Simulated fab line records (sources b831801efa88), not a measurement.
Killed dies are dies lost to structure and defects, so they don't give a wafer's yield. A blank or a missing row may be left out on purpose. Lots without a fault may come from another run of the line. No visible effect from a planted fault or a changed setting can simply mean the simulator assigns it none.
Problem report, 8D (eight disciplines) form, completed by code :: flow gf180mcu :: the parts of the form that need people (team, actions taken, sign-off) are left out

1. WHAT WENT WRONG
Across 9 wafers from 3 lots, NSD_RS at GF_PSD_RS_MEAS_14 averages 42.65 ohm/sq, while fault-free wafers read 46.19 ohm/sq with a standard deviation of 0.096. That puts it -37 standard deviations away from the usual mean.
The step: measures by four-point-probe.
Earliest sighting: wafer L742.2 on filmMetro-03 at day 16 18:52. At this step, 36 wafers from 12 lots have a number in the record. Rule for "out" (also "out of limits"): further than 4 standard deviations from the usual mean. The rest of the wafers with a number are treated as sound.

2. WHAT IT IS; WHAT IT IS NOT
question: which readings at this step
is: NSD_RS
is not: -

question: which lots
is: L742, L743, L744
is not: L734, L736, L738, L739, L751, L752, L754, L755, L757

question: which wafers of those lots
is: all that have a number
is not: -

question: read on which gauges
is: filmMetro-01, filmMetro-03
is not: filmMetro-04

question: when
is: from day 16 18:52
is not: up to then (12 sound wafers); but 15 sound wafers of L751, L752, L754, L755, L757 came after

3. SUSPECTS, AND WHAT RULES EACH OUT
Counting: a tool stays on the suspect list if, at a process step up to the reading, it processed all lots that are out and no sound lot following the first of them.
- the gauge at GF_PSD_RS_MEAS_14 is ruled out. The wafers that are out were read on 2 gauges (filmMetro-01, filmMetro-03).
- rtpAnneal-01 at GF_PSD_RTA_13 (time 20 s): ruled out as a lasting fault. The sound lots L751, L752, L754 went through it after L742, its earliest lot that is out (day 16 18:46).
Left after counting: nothing in the record.

4. THE CAUSE (what the simulator had put in)
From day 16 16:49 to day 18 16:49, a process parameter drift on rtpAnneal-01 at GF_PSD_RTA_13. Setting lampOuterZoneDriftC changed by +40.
The count ruled it out by mistake, since the rule takes a fault to strike every lot its tool runs from the start of the fault on, and this one did not do so.

5. THE EFFECT CHAIN, in route order
Each row: a reading where the mean over the struck wafers with a number is more than 3 standard deviations away from the usual. Scope: only readings with a usual standard deviation given in the record; hours: median across lots of the time from each lot's start at the first step in this table that gives one to its start at this step; sigmas: change in usual standard deviations.
hours: 0
step: GF_PSD_RS_MEAS_14
reading: NSD_RS
usual: 46.19 ohm/sq
on struck wafers: 42.65
change: -3.54
sigmas: -37

hours: 0
step: GF_PSD_RS_MEAS_15
reading: PSD_RS
usual: 108.7 ohm/sq
on struck wafers: 98.6
change: -10.1
sigmas: -31

6. WHAT WOULD HAVE CAUGHT IT SOONER
The first out-of-limits reading at a measuring or inspecting step in this record came at day 16 18:52, 2 hours after the fault's start at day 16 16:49.
Of the tool readings at GF_PSD_RTA_13 for which the record gives a usual standard deviation, none was out on any struck wafer, so an alarm limit of 4 standard deviations on them would not have fired.
